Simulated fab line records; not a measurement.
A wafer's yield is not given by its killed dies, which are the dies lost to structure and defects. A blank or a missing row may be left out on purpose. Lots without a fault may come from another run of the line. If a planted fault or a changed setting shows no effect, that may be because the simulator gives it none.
Chamber matching ; flow gf180mcu ; cmp-01 running GF_CONTACT_CMP_27: 4 sister chambers
The step polishes, stops on SiO2, t overpolish 15 s, target thk 0 nm. 4 wafers are shown with their chamber, then 8 later ones without.

## WAFERS, EACH WITH ITS CHAMBER
wafer;chamber;motor_current_A (A)
L899.6;0;13.0
L902.4;2;9.6
L902.6;1;10.0
L906.3;3;12.1

## WAFERS WITH NO CHAMBER GIVEN
wafer;motor_current_A (A)
L906.4;11.9
L906.5;12.4
L909.2;12.5
L909.5;9.7
L909.6;10.5
L912.1;12.6
L912.2;9.6
L912.4;9.8

## WHICH CHAMBER EACH WENT THROUGH
wafer;from the rows above;in truth
L906.4;3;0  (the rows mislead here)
L906.5;can't be placed: 3 or 0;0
L909.2;can't be placed: 3 or 0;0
L909.5;can't be placed: 2 or 1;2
L909.6;can't be placed: 1 or 2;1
L912.1;can't be placed: 0 or 3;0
L912.2;can't be placed: 2 or 1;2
L912.4;can't be placed: 1 or 2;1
Correctly placed: 0 of 8. These rows do not allow placing 7 (true chamber among the candidates in 7). 1 placed wrongly.
How it was worked out, from the rows above alone: a wafer's distance from a chamber is the root of the sum, over the readings, of the square of ((its reading less the chamber's mean) divided by the reading's scatter). If the next closest chamber is less than 2 further off than the closest, the wafer can't be placed; otherwise it belongs to the closest. Each chamber's mean is taken over the wafers shown for it. The scatter (one wafer shown for each chamber): square how far every hidden wafer sits from the nearest shown wafer, average those squares and take the square root.
